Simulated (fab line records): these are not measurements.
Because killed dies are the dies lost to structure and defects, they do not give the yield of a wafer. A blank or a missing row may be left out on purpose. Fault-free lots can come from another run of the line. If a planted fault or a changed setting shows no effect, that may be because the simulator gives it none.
A sampling plan put to the test + flow gf180mcu + 59 faults told of in these records, all on one fab line, each judged by the records of the lots it struck
What counts as the plan is the set of the line's own looks, namely the steps on the route at which a gauge or an inspection reads a wafer and does not change it. A look is open to judgement when struck wafers have a number at it and the file gives its usual mean and standard deviation on fault-free wafers. Caught: 4 or more of those standard deviations (sigma) separate the usual mean from the mean of the struck wafers at a look after the fault's first step. On the tool: the same test on the tool's own readings at the fault's steps. Another recipe on the struck wafers, or a record that is blank for them alone, also counts as caught.

THE FAULTS, as the simulator had put them in
1. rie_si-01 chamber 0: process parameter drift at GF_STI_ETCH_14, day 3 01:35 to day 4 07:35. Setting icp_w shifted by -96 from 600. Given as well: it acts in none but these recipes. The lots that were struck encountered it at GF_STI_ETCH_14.
2. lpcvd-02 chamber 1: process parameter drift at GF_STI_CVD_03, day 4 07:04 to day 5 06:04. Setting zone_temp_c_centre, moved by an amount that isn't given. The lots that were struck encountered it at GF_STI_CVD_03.
3. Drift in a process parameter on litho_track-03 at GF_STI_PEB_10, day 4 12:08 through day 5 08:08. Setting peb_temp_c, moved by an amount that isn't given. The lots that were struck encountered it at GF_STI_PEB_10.
4. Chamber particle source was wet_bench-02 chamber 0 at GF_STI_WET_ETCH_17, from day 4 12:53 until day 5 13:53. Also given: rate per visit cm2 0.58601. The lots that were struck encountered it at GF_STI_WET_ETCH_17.
5. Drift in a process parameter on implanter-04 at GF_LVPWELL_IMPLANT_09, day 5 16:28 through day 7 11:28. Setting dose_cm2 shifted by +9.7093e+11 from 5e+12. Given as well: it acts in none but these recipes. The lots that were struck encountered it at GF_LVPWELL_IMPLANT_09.
6. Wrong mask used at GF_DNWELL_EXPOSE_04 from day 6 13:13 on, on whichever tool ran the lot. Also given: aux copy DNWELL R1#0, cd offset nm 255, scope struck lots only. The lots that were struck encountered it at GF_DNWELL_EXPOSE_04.
7. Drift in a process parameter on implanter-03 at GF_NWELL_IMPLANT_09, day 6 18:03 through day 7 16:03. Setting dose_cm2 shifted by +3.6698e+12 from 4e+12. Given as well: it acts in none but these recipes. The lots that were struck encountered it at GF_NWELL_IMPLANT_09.
8. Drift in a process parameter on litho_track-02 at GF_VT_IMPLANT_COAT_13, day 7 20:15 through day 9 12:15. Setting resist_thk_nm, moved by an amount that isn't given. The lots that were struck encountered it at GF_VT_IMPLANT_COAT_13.
9. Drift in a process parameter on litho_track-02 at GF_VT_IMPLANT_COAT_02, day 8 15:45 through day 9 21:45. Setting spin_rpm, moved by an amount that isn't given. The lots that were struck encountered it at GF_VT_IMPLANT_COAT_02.
10. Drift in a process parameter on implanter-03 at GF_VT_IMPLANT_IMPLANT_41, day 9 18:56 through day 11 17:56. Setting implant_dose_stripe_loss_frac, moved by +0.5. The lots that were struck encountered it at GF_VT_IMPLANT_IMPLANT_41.
11. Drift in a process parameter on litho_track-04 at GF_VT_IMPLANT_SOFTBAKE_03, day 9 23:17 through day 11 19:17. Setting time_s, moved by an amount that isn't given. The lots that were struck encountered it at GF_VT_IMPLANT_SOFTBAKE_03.
12. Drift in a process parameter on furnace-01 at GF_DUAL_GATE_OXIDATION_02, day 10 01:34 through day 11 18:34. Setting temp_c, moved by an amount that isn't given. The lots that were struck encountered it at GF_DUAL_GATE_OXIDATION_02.
13. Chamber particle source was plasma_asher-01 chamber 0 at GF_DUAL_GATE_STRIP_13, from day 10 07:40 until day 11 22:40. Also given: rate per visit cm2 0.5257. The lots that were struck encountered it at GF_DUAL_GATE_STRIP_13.
14. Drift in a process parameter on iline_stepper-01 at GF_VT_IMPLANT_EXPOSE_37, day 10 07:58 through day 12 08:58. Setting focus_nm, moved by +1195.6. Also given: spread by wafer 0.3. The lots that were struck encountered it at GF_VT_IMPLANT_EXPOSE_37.
15. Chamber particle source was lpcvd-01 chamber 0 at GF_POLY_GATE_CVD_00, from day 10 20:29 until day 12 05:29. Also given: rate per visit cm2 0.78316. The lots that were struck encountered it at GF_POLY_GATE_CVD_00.
16. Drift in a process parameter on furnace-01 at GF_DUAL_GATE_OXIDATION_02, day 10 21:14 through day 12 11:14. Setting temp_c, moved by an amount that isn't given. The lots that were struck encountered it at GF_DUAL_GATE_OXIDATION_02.
17. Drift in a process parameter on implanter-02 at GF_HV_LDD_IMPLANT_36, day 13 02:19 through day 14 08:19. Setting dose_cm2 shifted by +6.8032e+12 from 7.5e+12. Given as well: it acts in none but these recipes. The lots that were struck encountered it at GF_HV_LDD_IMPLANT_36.
18. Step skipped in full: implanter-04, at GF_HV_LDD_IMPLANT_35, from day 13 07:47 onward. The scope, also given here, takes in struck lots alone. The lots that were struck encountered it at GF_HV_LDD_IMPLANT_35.
19. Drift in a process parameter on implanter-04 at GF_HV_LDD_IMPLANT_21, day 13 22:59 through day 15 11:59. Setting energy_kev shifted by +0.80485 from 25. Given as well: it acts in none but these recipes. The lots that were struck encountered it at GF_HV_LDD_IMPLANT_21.
20. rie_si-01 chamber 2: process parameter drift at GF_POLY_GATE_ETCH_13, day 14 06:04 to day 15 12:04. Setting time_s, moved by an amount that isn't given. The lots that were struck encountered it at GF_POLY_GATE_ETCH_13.
21. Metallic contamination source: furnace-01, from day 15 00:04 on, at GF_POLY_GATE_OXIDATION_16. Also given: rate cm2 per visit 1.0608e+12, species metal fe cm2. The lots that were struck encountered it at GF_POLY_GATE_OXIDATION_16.
22. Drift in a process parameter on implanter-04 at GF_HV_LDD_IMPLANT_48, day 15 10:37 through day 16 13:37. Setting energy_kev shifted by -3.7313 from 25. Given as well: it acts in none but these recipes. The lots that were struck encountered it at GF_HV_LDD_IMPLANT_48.
23. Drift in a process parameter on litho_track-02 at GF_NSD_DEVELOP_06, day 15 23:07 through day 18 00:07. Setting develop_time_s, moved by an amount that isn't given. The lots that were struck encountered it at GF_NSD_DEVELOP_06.
24. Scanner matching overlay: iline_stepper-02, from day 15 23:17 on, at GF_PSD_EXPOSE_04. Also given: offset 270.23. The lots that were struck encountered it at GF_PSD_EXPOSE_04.
25. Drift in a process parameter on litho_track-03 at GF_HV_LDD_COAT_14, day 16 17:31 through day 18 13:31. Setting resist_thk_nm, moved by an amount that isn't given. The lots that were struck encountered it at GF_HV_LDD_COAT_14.
26. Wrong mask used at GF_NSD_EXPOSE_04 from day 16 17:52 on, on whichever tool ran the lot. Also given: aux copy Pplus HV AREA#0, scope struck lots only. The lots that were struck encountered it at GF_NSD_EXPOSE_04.
27. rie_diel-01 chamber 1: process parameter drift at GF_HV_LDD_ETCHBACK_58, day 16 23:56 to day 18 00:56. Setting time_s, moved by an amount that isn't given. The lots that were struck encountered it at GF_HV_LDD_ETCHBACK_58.
28. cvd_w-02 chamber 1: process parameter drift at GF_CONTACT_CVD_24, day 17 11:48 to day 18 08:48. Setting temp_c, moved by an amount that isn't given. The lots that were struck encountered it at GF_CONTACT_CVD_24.
29. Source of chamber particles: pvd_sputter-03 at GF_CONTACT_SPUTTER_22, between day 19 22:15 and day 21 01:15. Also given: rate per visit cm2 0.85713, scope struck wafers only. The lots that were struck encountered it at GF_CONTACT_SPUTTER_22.
30. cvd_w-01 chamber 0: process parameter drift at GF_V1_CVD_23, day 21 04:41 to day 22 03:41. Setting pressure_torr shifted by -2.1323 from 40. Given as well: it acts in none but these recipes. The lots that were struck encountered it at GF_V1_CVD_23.
31. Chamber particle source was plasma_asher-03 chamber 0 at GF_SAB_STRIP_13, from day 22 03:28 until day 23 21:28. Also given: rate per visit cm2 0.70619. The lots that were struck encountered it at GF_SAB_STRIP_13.
32. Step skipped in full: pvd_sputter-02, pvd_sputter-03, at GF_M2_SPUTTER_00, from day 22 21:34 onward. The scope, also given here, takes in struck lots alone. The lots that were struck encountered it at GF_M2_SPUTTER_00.
33. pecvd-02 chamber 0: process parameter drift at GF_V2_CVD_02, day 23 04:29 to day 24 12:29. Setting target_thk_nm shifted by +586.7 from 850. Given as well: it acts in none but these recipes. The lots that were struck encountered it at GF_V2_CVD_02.
34. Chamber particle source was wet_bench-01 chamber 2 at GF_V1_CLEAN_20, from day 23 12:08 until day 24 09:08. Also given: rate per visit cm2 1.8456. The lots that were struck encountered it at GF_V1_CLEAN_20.
35. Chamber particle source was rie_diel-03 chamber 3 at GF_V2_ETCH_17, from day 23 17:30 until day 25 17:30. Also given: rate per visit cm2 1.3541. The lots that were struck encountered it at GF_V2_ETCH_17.
36. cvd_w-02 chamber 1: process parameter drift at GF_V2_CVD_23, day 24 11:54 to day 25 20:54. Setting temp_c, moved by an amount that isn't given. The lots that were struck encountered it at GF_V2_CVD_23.
37. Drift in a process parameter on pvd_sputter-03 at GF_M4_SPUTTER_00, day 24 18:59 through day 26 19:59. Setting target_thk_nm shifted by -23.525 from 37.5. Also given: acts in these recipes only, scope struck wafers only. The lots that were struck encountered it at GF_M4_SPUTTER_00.
38. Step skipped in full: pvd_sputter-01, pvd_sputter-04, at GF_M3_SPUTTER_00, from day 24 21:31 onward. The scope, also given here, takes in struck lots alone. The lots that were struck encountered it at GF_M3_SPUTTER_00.
39. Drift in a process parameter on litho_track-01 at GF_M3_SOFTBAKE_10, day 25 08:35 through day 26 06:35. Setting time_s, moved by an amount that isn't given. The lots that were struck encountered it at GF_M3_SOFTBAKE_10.
40. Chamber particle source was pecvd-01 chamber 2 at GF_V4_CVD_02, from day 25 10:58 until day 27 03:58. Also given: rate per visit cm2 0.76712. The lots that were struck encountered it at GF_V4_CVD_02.
41. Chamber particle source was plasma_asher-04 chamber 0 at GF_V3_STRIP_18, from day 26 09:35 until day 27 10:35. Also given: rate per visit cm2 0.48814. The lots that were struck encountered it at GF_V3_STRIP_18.
42. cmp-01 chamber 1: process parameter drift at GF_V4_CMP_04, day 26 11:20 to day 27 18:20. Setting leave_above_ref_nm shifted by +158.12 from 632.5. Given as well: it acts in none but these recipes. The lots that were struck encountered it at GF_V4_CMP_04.
43. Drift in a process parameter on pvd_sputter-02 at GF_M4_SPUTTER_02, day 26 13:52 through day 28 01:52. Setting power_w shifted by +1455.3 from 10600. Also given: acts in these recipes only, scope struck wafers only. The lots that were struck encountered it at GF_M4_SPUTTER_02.
44. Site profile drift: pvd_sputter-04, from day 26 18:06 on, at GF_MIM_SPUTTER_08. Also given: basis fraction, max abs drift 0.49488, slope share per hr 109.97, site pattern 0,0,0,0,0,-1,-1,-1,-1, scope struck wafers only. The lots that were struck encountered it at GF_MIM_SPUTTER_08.
45. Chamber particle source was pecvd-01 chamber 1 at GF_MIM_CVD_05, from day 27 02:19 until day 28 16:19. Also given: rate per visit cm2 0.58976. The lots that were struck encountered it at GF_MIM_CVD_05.
46. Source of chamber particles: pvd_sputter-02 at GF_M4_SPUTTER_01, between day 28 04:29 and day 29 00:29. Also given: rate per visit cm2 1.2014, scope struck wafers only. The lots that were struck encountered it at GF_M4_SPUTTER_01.
47. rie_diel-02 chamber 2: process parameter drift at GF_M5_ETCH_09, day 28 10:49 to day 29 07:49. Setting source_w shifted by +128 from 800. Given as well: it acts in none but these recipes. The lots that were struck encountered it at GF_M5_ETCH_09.
48. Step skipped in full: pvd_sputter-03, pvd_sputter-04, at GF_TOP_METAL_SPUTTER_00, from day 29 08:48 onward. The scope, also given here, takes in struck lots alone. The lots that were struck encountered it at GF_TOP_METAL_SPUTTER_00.
49. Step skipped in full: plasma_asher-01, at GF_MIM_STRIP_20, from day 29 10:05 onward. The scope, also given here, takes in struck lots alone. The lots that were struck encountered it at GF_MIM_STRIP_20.
50. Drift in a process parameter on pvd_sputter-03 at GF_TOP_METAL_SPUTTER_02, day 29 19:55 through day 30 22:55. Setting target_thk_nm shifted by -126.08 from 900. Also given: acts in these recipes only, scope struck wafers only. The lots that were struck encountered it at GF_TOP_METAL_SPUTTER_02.
51. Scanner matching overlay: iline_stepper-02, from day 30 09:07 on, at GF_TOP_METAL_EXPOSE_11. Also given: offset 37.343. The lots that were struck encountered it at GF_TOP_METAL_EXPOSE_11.
52. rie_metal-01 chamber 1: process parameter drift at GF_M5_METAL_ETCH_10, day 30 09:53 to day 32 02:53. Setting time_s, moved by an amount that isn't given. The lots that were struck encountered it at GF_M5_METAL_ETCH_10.
53. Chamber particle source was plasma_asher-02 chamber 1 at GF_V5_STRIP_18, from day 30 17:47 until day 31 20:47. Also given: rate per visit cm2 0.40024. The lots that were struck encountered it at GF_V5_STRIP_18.
54. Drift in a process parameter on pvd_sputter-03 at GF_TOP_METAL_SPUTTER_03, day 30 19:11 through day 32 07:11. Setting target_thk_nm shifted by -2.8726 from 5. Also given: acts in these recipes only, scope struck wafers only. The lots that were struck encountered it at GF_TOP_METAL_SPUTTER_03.
55. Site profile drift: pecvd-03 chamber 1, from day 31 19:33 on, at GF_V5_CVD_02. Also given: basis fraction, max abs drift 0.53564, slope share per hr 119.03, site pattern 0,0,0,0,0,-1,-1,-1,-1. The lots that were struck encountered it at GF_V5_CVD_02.
56. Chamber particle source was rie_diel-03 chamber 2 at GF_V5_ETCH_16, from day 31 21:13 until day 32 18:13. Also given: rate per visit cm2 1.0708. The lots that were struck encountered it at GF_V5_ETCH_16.
57. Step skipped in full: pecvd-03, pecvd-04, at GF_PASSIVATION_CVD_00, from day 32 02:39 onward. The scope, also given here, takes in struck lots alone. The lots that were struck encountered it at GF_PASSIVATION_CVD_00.
58. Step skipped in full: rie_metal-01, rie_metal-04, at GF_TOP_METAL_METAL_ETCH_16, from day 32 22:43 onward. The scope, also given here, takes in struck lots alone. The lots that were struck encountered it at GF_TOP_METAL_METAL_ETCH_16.
59. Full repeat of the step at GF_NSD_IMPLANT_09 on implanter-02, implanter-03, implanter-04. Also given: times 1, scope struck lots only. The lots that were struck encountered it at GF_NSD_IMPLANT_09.

WHAT THE PLAN SAW
| fault | on the tool itself                               | first look that catches it                      | reading, sigma                                                          | median hours from its first step to that look | hours from the fault's start to the first struck lot there | judged looks passed uncaught |
|-------|--------------------------------------------------|-------------------------------------------------|-------------------------------------------------------------------------|-----------------------------------------------|------------------------------------------------------------|------------------------------|
| 1     | rf_fwd_power_W -43 sigma                         | no look after it can be judged                  | -                                                                       | -                                             | -                                                          | 0                            |
| 2     | spike_tc_centre_C +11 sigma                      | GF_STI_THK_MEAS_04                              | STI_CVD_03_THK +4.3                                                     | 3.0                                           | 21                                                         | 0                            |
| 3     | heater_power_total_W -99 or beyond sigma         | GF_STI_CD_MEAS_12                               | cd_nm +41                                                               | 0.3                                           | 3                                                          | 0                            |
| 4     | no reading that can be judged                    | none of the 2 looks that can be judged after it | -                                                                       | -                                             | -                                                          | 2                            |
| 5     | dose_ions_cm2 +99 or beyond sigma                | GF_VT_IMPLANT_RS_MEAS_48                        | LVPWELL_RS -12                                                          | 97.2                                          | 100                                                        | 0                            |
| 6     | under 2 sigma                                    | no look after it can be judged                  | -                                                                       | -                                             | -                                                          | 0                            |
| 7     | dose_ions_cm2 +99 or beyond sigma                | GF_NWELL_TW_MEAS_11                             | NWELL_TW +6.6                                                           | 0.2                                           | 12                                                         | 0                            |
| 8     | no reading that can be judged                    | none of the 2 looks that can be judged after it | -                                                                       | -                                             | -                                                          | 2                            |
| 9     | spin_speed_rpm +99 or beyond sigma               | none of the 2 looks that can be judged after it | -                                                                       | -                                             | -                                                          | 2                            |
| 10    | under 2 sigma                                    | none of the 8 looks that can be judged after it | -                                                                       | -                                             | -                                                          | 8                            |
| 11    | heater_power_total_W +99 or beyond sigma         | not the one look that can be judged after it    | -                                                                       | -                                             | -                                                          | 1                            |
| 12    | tube_center_temp_C -99 or beyond sigma           | GF_DUAL_GATE_THK_MEAS_03                        | DUAL_GATE_OXIDATION_00_THK -6.5                                         | 1.5                                           | 6                                                          | 0                            |
| 13    | under 2 sigma                                    | not the one look that can be judged after it    | -                                                                       | -                                             | -                                                          | 1                            |
| 14    | no reading that can be judged                    | none of the 8 looks that can be judged after it | strongest: DUAL_GATE_OXIDATION_00_THK at GF_DUAL_GATE_THK_MEAS_03, -2.1 | -                                             | -                                                          | 8                            |
| 15    | no reading that can be judged                    | not the one look that can be judged after it    | -                                                                       | -                                             | -                                                          | 1                            |
| 16    | tube_center_temp_C -99 or beyond sigma           | GF_DUAL_GATE_THK_MEAS_03                        | DUAL_GATE_OXIDATION_00_THK -10                                          | 1.4                                           | 16                                                         | 0                            |
| 17    | dose_ions_cm2 +99 or beyond sigma                | GF_HV_LDD_TW_MEAS_38                            | HV_LDD_3_TW +10                                                         | 0.2                                           | 4                                                          | 0                            |
| 18    | the tool's record is blank for the struck wafers | GF_HV_LDD_TW_MEAS_38                            | HV_LDD_3_TW -13                                                         | 0.4                                           | 2                                                          | 0                            |
| 19    | beam_energy_keV +96 sigma                        | no look after it can be judged                  | -                                                                       | -                                             | -                                                          | 0                            |
| 20    | run_length_s -78 sigma                           | no look after it can be judged                  | -                                                                       | -                                             | -                                                          | 0                            |
| 21    | no reading that can be judged                    | none of the 8 looks that can be judged after it | -                                                                       | -                                             | -                                                          | 8                            |
| 22    | beam_energy_keV -99 or beyond sigma              | GF_HV_LDD_TW_MEAS_50                            | HV_LDD_4_TW -4.9                                                        | 0.2                                           | 4                                                          | 0                            |
| 23    | no reading that can be judged                    | GF_NSD_TW_MEAS_12                               | NSD_TW -69                                                              | 0.7                                           | 17                                                         | 0                            |
| 24    | under 2 sigma                                    | GF_PSD_OVL_MEAS_08                              | PSD_OVL +99 or beyond                                                   | 11.2                                          | 20                                                         | 0                            |
| 25    | under 2 sigma                                    | GF_HV_LDD_CD_MEAS_19                            | cd_nm +11                                                               | 12.0                                          | 17                                                         | 0                            |
| 26    | no reading that can be judged                    | GF_NSD_TW_MEAS_12                               | NSD_TW -99 or beyond                                                    | 12.4                                          | 17                                                         | 0                            |
| 27    | run_length_s -23 sigma                           | none of the 6 looks that can be judged after it | strongest: PSD_OVL at GF_PSD_OVL_MEAS_08, +2.1                          | -                                             | -                                                          | 6                            |
| 28    | susceptor_temp_C -99 or beyond sigma             | GF_CONTACT_RS_MEAS_25                           | CONTACT_W_RS +37                                                        | 0.1                                           | 6                                                          | 0                            |
| 29    | under 2 sigma                                    | no look after it can be judged                  | -                                                                       | -                                             | -                                                          | 0                            |
| 30    | chamber_pressure_Torr -25 sigma                  | not the one look that can be judged after it    | strongest: V1_W_RS at GF_V1_RS_MEAS_24, +3.3                            | -                                             | -                                                          | 1                            |
| 31    | under 2 sigma                                    | not the one look that can be judged after it    | -                                                                       | -                                             | -                                                          | 1                            |
| 32    | the tool's record is blank for the struck wafers | not the one look that can be judged after it    | -                                                                       | -                                             | -                                                          | 1                            |
| 33    | under 2 sigma                                    | GF_V2_THK_MEAS_03                               | V2_CVD_02_THK +43                                                       | 0.1                                           | 13                                                         | 0                            |
| 34    | no reading that can be judged                    | not the one look that can be judged after it    | -                                                                       | -                                             | -                                                          | 1                            |
| 35    | under 2 sigma                                    | not the one look that can be judged after it    | -                                                                       | -                                             | -                                                          | 1                            |
| 36    | susceptor_temp_C +69 sigma                       | GF_V2_RS_MEAS_24                                | V2_W_RS -22                                                             | 0.1                                           | 5                                                          | 0                            |
| 37    | under 2 sigma                                    | no look after it can be judged                  | -                                                                       | -                                             | -                                                          | 0                            |
| 38    | the tool's record is blank for the struck wafers | no look after it can be judged                  | -                                                                       | -                                             | -                                                          | 0                            |
| 39    | heater_power_total_W +99 or beyond sigma         | none of the 2 looks that can be judged after it | strongest: cd_nm at GF_M3_CD_MEAS_14, +2.9                              | -                                             | -                                                          | 2                            |
| 40    | under 2 sigma                                    | not the one look that can be judged after it    | -                                                                       | -                                             | -                                                          | 1                            |
| 41    | under 2 sigma                                    | no look after it can be judged                  | -                                                                       | -                                             | -                                                          | 0                            |
| 42    | time_to_endpoint_s -9.8 sigma                    | no look after it can be judged                  | -                                                                       | -                                             | -                                                          | 0                            |
| 43    | cathode_dc_power_W +99 or beyond sigma           | GF_M4_RS_MEAS_05                                | M4_ALCU_RS -11                                                          | 0.1                                           | 16                                                         | 0                            |
| 44    | under 2 sigma                                    | GF_MIM_RS_MEAS_10                               | MIM_ALCU_RS +30                                                         | 0.1                                           | 23                                                         | 0                            |
| 45    | under 2 sigma                                    | no look after it can be judged                  | -                                                                       | -                                             | -                                                          | 0                            |
| 46    | under 2 sigma                                    | none of the 2 looks that can be judged after it | -                                                                       | -                                             | -                                                          | 2                            |
| 47    | rf_fwd_power_W +33 sigma                         | no look after it can be judged                  | -                                                                       | -                                             | -                                                          | 0                            |
| 48    | the tool's record is blank for the struck wafers | no look after it can be judged                  | -                                                                       | -                                             | -                                                          | 0                            |
| 49    | the tool's record is blank for the struck wafers | no look after it can be judged                  | -                                                                       | -                                             | -                                                          | 0                            |
| 50    | under 2 sigma                                    | GF_TOP_METAL_RS_MEAS_05                         | TOP_METAL_ALCU_RS +11                                                   | 0.1                                           | 19                                                         | 0                            |
| 51    | no reading that can be judged                    | GF_TOP_METAL_OVL_MEAS_15                        | TOP_METAL_OVL +28                                                       | 8.5                                           | 10                                                         | 0                            |
| 52    | run_length_s +26 sigma                           | no look after it can be judged                  | -                                                                       | -                                             | -                                                          | 0                            |
| 53    | under 2 sigma                                    | no look after it can be judged                  | -                                                                       | -                                             | -                                                          | 0                            |
| 54    | under 2 sigma                                    | no look after it can be judged                  | -                                                                       | -                                             | -                                                          | 0                            |
| 55    | under 2 sigma                                    | GF_V5_THK_MEAS_03                               | V5_CVD_02_THK -12                                                       | 0.1                                           | 5                                                          | 0                            |
| 56    | under 2 sigma                                    | no look after it can be judged                  | -                                                                       | -                                             | -                                                          | 0                            |
| 57    | the tool's record is blank for the struck wafers | not the one look that can be judged after it    | strongest: PASSIVATION_BOW at GF_PASSIVATION_BOW_MEAS_14, -2.9          | -                                             | -                                                          | 1                            |
| 58    | the tool's record is blank for the struck wafers | no look after it can be judged                  | -                                                                       | -                                             | -                                                          | 0                            |
| 59    | under 2 sigma                                    | GF_PSD_RS_MEAS_14                               | NSD_RS -25                                                              | 24.3                                          | -                                                          | 1                            |
A dash: the fault is not caught, or the number is missing from these records.

Caught at a look: 22 of 59. Caught on the tool: 29 of 59. By one or the other: 39 of 59.
Faults caught by the tool alone: 1, 9, 11, 19, 20, 27, 30, 32, 38, 39, 42, 47, 48, 49, 52, 57, 58.
Caught at a look alone: faults 23, 24, 25, 26, 33, 44, 50, 51, 55, 59.
Caught by neither: faults 4, 6, 8, 10, 13, 14, 15, 21, 29, 31, 34, 35, 37, 40, 41, 45, 46, 53, 54, 56.

THINNER SAMPLING
Were the look that catches a fault to measure just every second or every third lot (counted by lot number), the first struck lot would, at worst, be measured this late:
| fault | struck lots at that look, in order of time | every lot | every second lot | every third lot |
|-------|--------------------------------------------|-----------|------------------|-----------------|
| 2     | L998                                       | 21 h      | may miss it      | may miss it     |
| 3     | L939, L940                                 | 3 h       | 8 h              | may miss all 2  |
| 5     | L471, L472                                 | 100 h     | 104 h            | may miss all 2  |
| 7     | L565, L567                                 | 12 h      | may miss all 2   | may miss all 2  |
| 12    | L522, L526                                 | 6 h       | may miss all 2   | may miss all 2  |
| 16    | L954, L955                                 | 16 h      | 22 h             | may miss all 2  |
| 17    | L765, L768                                 | 4 h       | 26 h             | may miss all 2  |
| 18    | L844, L845                                 | 2 h       | 14 h             | may miss all 2  |
| 22    | L700, L701                                 | 4 h       | 13 h             | may miss all 2  |
| 23    | L559, L562                                 | 17 h      | 45 h             | may miss all 2  |
| 24    | L295, L299                                 | 20 h      | may miss all 2   | may miss all 2  |
| 25    | L870, L871                                 | 17 h      | 24 h             | may miss all 2  |
| 26    | L358                                       | 17 h      | may miss it      | may miss it     |
| 28    | L228, L230                                 | 6 h       | may miss all 2   | may miss all 2  |
| 33    | L628, L629                                 | 13 h      | 21 h             | may miss all 2  |
| 36    | L461, L462, L463                           | 5 h       | 13 h             | 20 h            |
| 43    | L140                                       | 16 h      | may miss it      | may miss it     |
| 44    | L241                                       | 23 h      | may miss it      | may miss it     |
| 50    | L268                                       | 19 h      | may miss it      | may miss it     |
| 51    | L490, L494                                 | 10 h      | may miss all 2   | may miss all 2  |
| 55    | L913, L914                                 | 5 h       | 11 h             | may miss all 2  |
Hours are from the fault's start to the first struck lot that is measured. The test against the limit of 4 sigma pooled every struck wafer, which means one lot taken alone may stay below that limit. Other struck lots may not be in these records.

THE LONGEST TIMED WAY FROM STEP TO LOOK
Fault 5: median gap of 97.2 hours between GF_LVPWELL_IMPLANT_09 and GF_VT_IMPLANT_RS_MEAS_48. No look between them can be judged.
